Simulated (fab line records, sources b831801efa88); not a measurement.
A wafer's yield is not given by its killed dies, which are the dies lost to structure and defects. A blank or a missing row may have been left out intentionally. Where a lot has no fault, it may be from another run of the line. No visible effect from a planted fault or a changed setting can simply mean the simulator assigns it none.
Split-lot experiment ; flow gf180mcu ; 5 lots, 23 wafers read, on a route of 602 steps

## ABOUT THE SPLIT
At GF_M3_SPUTTER_04 (material TiN, target thk 50 nm, time 41.7 s), the setting power_w was moved away from the recipe's 6500 W on 8 of the 23 wafers read, by -9.2% to +10.2%. This setting was run at the recipe's value on the other wafers.

The reading comes from the split's own step.

## THE READING
TiN_of_M3_SPUTTER_04.thk_nm (the simulator's own value, which no gauge read), in nm, at GF_M3_SPUTTER_04 (material TiN, target thk 50 nm, time 41.7 s). The file gives no usual value for it. Across the 15 wafers here that went through the recipe, the average is 49.64 nm and the standard deviation 0.48 nm.

wafer;tool, chamber at the split;power_w as run, W;against the recipe;TiN_of_M3_SPUTTER_04.thk_nm, nm;against lot-mates on the recipe
L075.1;pvd_sputter-01, -;5908;-9.1%;44.98;-4.68
L075.2;pvd_sputter-01, -;6500;recipe;50.09;-
L075.3;pvd_sputter-01, -;6500;recipe;49.28;-
L075.4;pvd_sputter-01, -;5908;-9.1%;44.6;-5.06
L075.6;pvd_sputter-01, -;6500;recipe;49.62;-
L079.1;pvd_sputter-01, -;6500;recipe;49.59;-
L079.2;pvd_sputter-01, -;7161;+10.2%;54.82;+5.27
L079.3;pvd_sputter-01, -;7161;+10.2%;55.6;+6.05
L079.4;pvd_sputter-01, -;6500;recipe;49.28;-
L079.5;pvd_sputter-01, -;6500;recipe;49.78;-
L078.2;pvd_sputter-02, -;6719;+3.4%;51.47;+1.42
L078.3;pvd_sputter-02, -;6719;+3.4%;51.45;+1.40
L078.4;pvd_sputter-02, -;6500;recipe;50.29;-
L078.5;pvd_sputter-02, -;6500;recipe;49.88;-
L078.6;pvd_sputter-02, -;6500;recipe;49.99;-
L082.1;pvd_sputter-01, -;6500;recipe;50.4;-
L082.2;pvd_sputter-01, -;5904;-9.2%;45.35;-4.64
L082.3;pvd_sputter-01, -;5904;-9.2%;45.02;-4.97
L082.4;pvd_sputter-01, -;6500;recipe;49.95;-
L082.6;pvd_sputter-01, -;6500;recipe;49.63;-
L085.2;pvd_sputter-02, -;6500;recipe;49.32;-
L085.3;pvd_sputter-02, -;6500;recipe;48.58;-
L085.4;pvd_sputter-02, -;6500;recipe;48.96;-

FIT RESULTS
A straight line over all 23 wafers: TiN_of_M3_SPUTTER_04.thk_nm changes by +0.525 nm for each +1% of power_w; r = +0.99; the points scatter about the line by 0.45 nm.
The same after taking each lot's own level away (the mean of its wafers on the recipe; 23 wafers): +0.535 nm for each +1%; r = +0.99; scatter 0.31 nm.
The reading moves by 5.4 nm for the largest change in power_w, on that fit.
Across the lots, their own levels run from 48.953 to 50.053 nm, a range of 2.3 times the standard deviation given above.
Consequently the slope shifts little with the lot-to-lot level, the two slopes agreeing.
Check: for one of the wafers moved furthest among these (+10.2%), held out of the fit, the line's prediction against its lot-mates is +5.49 nm. It came out at +5.27 nm against them.

## THESE WAFERS: OTHER SPLITS
These wafers also went through other splits before the reading. Each is held against what the fit with the lots' levels taken away leaves over:
other split on the same wafers;wafers away from the commonest value;r with TiN_of_M3_SPUTTER_04.thk_nm (lot level and that fit taken away)
GF_M1_STRIP_17 pressure_mtorr;15;+0.19
GF_M2_SPUTTER_03 power_w;8;-0.05
GF_V2_CVD_00 sih4_flow_sccm;7;+0.00
GF_V2_CMP_04 leave_above_ref_nm;9;-0.19
GF_V2_PEB_12 peb_temp_c;4;+0.30
GF_V2_SPUTTER_21 chamber_pressure_pa;18;-0.26

## THE FILE'S OWN FIT
TiN_of_M3_SPUTTER_04.thk_nm changes by +0.535 nm for each +1% of power_w, r = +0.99.
